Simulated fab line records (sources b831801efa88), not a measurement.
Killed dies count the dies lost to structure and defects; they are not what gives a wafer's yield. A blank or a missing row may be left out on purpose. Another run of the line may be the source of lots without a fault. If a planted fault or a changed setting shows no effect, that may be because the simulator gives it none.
Split-lot study :: flow gf180mcu :: route with 602 steps; 5 lots, 23 wafers read

== ABOUT THE SPLIT ==
At GF_NSD_IMPLANT_09, the setting energy_kev was moved away from the recipe's 60 on 4 of the 23 wafers read, by -7.7% to -7.0%. For the rest of the wafers, this setting stayed at what the recipe calls for.

The reading comes from the split's own step.

== THE READING ==
implant.drp_nm (the simulator's own value, which no gauge read), in nm, at GF_NSD_IMPLANT_09. The file does not state a usual value for it.

wafer: L074.1
tool, chamber at the split: implanter-01, 0
energy_kev as run: 60
against the recipe: recipe
implant.drp_nm, nm: 16.15
against lot-mates on the recipe: -

wafer: L074.4
tool, chamber at the split: implanter-01, 0
energy_kev as run: 60
against the recipe: recipe
implant.drp_nm, nm: 16.15
against lot-mates on the recipe: -

wafer: L074.6
tool, chamber at the split: implanter-01, 0
energy_kev as run: 60
against the recipe: recipe
implant.drp_nm, nm: 16.15
against lot-mates on the recipe: -

wafer: L074.3
tool, chamber at the split: implanter-01, 0
energy_kev as run: 55.78
against the recipe: -7.0%
implant.drp_nm, nm: 15.28
against lot-mates on the recipe: -0.87

wafer: L074.5
tool, chamber at the split: implanter-01, 0
energy_kev as run: 55.78
against the recipe: -7.0%
implant.drp_nm, nm: 15.28
against lot-mates on the recipe: -0.87

wafer: L076.1
tool, chamber at the split: implanter-04, 0
energy_kev as run: 60
against the recipe: recipe
implant.drp_nm, nm: 16.15
against lot-mates on the recipe: -

wafer: L076.4
tool, chamber at the split: implanter-04, 0
energy_kev as run: 60
against the recipe: recipe
implant.drp_nm, nm: 16.15
against lot-mates on the recipe: -

wafer: L076.5
tool, chamber at the split: implanter-04, 0
energy_kev as run: 60
against the recipe: recipe
implant.drp_nm, nm: 16.15
against lot-mates on the recipe: -

wafer: L080.1
tool, chamber at the split: implanter-03, 0
energy_kev as run: 60
against the recipe: recipe
implant.drp_nm, nm: 16.15
against lot-mates on the recipe: -

wafer: L080.2
tool, chamber at the split: implanter-03, 0
energy_kev as run: 60
against the recipe: recipe
implant.drp_nm, nm: 16.15
against lot-mates on the recipe: -

wafer: L080.5
tool, chamber at the split: implanter-03, 0
energy_kev as run: 60
against the recipe: recipe
implant.drp_nm, nm: 16.15
against lot-mates on the recipe: -

wafer: L080.4
tool, chamber at the split: implanter-03, 0
energy_kev as run: 55.4
against the recipe: -7.7%
implant.drp_nm, nm: 15.2
against lot-mates on the recipe: -0.95

wafer: L080.6
tool, chamber at the split: implanter-03, 0
energy_kev as run: 55.4
against the recipe: -7.7%
implant.drp_nm, nm: 15.2
against lot-mates on the recipe: -0.95

wafer: L083.1
tool, chamber at the split: implanter-01, 0
energy_kev as run: 60
against the recipe: recipe
implant.drp_nm, nm: 16.15
against lot-mates on the recipe: -

wafer: L083.2
tool, chamber at the split: implanter-01, 0
energy_kev as run: 60
against the recipe: recipe
implant.drp_nm, nm: 16.15
against lot-mates on the recipe: -

wafer: L083.3
tool, chamber at the split: implanter-01, 0
energy_kev as run: 60
against the recipe: recipe
implant.drp_nm, nm: 16.15
against lot-mates on the recipe: -

wafer: L083.4
tool, chamber at the split: implanter-01, 0
energy_kev as run: 60
against the recipe: recipe
implant.drp_nm, nm: 16.15
against lot-mates on the recipe: -

wafer: L083.6
tool, chamber at the split: implanter-01, 0
energy_kev as run: 60
against the recipe: recipe
implant.drp_nm, nm: 16.15
against lot-mates on the recipe: -

wafer: L085.1
tool, chamber at the split: implanter-04, 0
energy_kev as run: 60
against the recipe: recipe
implant.drp_nm, nm: 16.15
against lot-mates on the recipe: -

wafer: L085.2
tool, chamber at the split: implanter-04, 0
energy_kev as run: 60
against the recipe: recipe
implant.drp_nm, nm: 16.15
against lot-mates on the recipe: -

wafer: L085.4
tool, chamber at the split: implanter-04, 0
energy_kev as run: 60
against the recipe: recipe
implant.drp_nm, nm: 16.15
against lot-mates on the recipe: -

wafer: L085.5
tool, chamber at the split: implanter-04, 0
energy_kev as run: 60
against the recipe: recipe
implant.drp_nm, nm: 16.15
against lot-mates on the recipe: -

wafer: L085.6
tool, chamber at the split: implanter-04, 0
energy_kev as run: 60
against the recipe: recipe
implant.drp_nm, nm: 16.15
against lot-mates on the recipe: -

FIT RESULTS
A straight line over all 23 wafers: implant.drp_nm changes by +0.124 nm for each +1% of energy_kev; r = +1.00; the points scatter about the line by 0.00035 nm.
The same after taking each lot's own level away (the mean of its wafers on the recipe; 23 wafers): +0.124 nm for each +1%; r = +1.00; scatter 0.00035 nm.
Per that fit: largest energy_kev move, reading shift of 0.95 nm.
The lots' own levels span 16.150 to 16.150 nm.
Consequently the slope shifts little with the lot-to-lot level, the two slopes agreeing.
Check: with one of the wafers moved furthest among these (-7.7%) left out of the fit, the line predicts -0.949 nm for it against its lot-mates. It came out at -0.95 nm against them.

== THE OTHER SPLITS THESE WAFERS WENT THROUGH ==
Other splits were also applied to these wafers ahead of the reading. Each is held against what the fit with the lots' levels taken away leaves over:
other split on the same wafers: GF_VT_IMPLANT_WET_ETCH_50 temp_c
wafers away from the commonest value: 15
r with implant.drp_nm (lot level and that fit taken away): +0.59

other split on the same wafers: GF_POLY_GATE_CVD_00 pressure_mtorr
wafers away from the commonest value: 15
r with implant.drp_nm (lot level and that fit taken away): -0.61

other split on the same wafers: GF_HV_LDD_EXPOSE_04 dose_mj
wafers away from the commonest value: 8
r with implant.drp_nm (lot level and that fit taken away): +0.28

other split on the same wafers: GF_HV_LDD_IMPLANT_09 dose_cm2
wafers away from the commonest value: 12
r with implant.drp_nm (lot level and that fit taken away): -0.45

other split on the same wafers: GF_HV_LDD_IMPLANT_48 dose_cm2
wafers away from the commonest value: 10
r with implant.drp_nm (lot level and that fit taken away): +0.37

other split on the same wafers: GF_HV_LDD_CVD_54 target_thk_nm
wafers away from the commonest value: 10
r with implant.drp_nm (lot level and that fit taken away): +0.39

other split on the same wafers: GF_NSD_COAT_02 spin_rpm
wafers away from the commonest value: 8
r with implant.drp_nm (lot level and that fit taken away): -0.46

== THE WHOLE CHAIN: every reading that the file lists as answering this split, in the file's order ==
step: GF_NSD_IMPLANT_09
what it does: 
reading: implant.rp_nm (the simulator's own value, which no gauge read)
change (the file's fit): +0.312 nm for each +1% of the setting
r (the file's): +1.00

step: GF_NSD_IMPLANT_09
what it does: 
reading: implant.drp_nm (the simulator's own value, which no gauge read)
change (the file's fit): +0.124 nm for each +1% of the setting
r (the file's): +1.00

step: GF_NSD_STRIP_11
what it does: strips in O2/N2
reading: strip_time_to_endpoint_s
change (the file's fit): withheld for each +1% of the setting
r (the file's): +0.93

== THE FILE'S OWN FIT ==
implant.drp_nm changes by +0.124 nm for each +1% of energy_kev, r = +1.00.
